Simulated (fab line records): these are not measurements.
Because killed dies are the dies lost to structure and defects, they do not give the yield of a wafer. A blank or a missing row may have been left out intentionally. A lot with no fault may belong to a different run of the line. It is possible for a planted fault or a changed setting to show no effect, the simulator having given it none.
Chamber matching    flow gf180mcu    GF_CONTACT_CVD_02 on pecvd-02 has 3 sister chambers
The step deposits SiO2 from TEOS, target thk 860 nm, time 95.992 s. 6 wafers are shown with their chamber, then 12 later ones without.

EACH WAFER AND ITS CHAMBER
wafer   chamber  heater power w (W)
L088.6  1        789
L090.1  1        939
L090.3  2        596
L091.1  2        662
L091.3  0        952
L091.6  0        759

WAFERS MISSING THEIR CHAMBER
wafer   heater power w (W)
L093.2  620
L093.3  925
L093.4  676
L094.2  913
L094.5  773
L094.6  686
L095.1  824
L095.3  952
L095.5  758
L096.1  793
L096.2  891
L096.6  563

CHAMBER TAKEN BY EACH
wafer   from the rows above           in truth
L093.2  2                             2
L093.3  can't be placed: 1 or 0       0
L093.4  can't be placed: 2 or 0 or 1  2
L094.2  can't be placed: 1 or 0       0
L094.5  can't be placed: 0 or 1 or 2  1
L094.6  can't be placed: 2 or 0 or 1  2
L095.1  can't be placed: 0 or 1 or 2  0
L095.3  can't be placed: 1 or 0       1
L095.5  can't be placed: 0 or 1 or 2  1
L096.1  can't be placed: 0 or 1 or 2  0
L096.2  can't be placed: 1 or 0       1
L096.6  2                             2
Placed correctly: 2 of 12. These rows do not allow placing 10 (true chamber among the candidates in 10). 0 placed wrongly.
How it was worked out, from the rows above alone: a wafer's distance from a chamber is the root of the sum, over the readings, of the square of ((its reading less the chamber's mean) divided by the reading's scatter). The wafer belongs to the nearest chamber; if the next one is less than 2 further off, it can't be placed. For every chamber, the mean is computed from those of its wafers that are shown. The scatter: take each reading less its chamber's mean, square it, sum over the shown wafers, divide by the number of wafers less the number of chambers, and take the root.
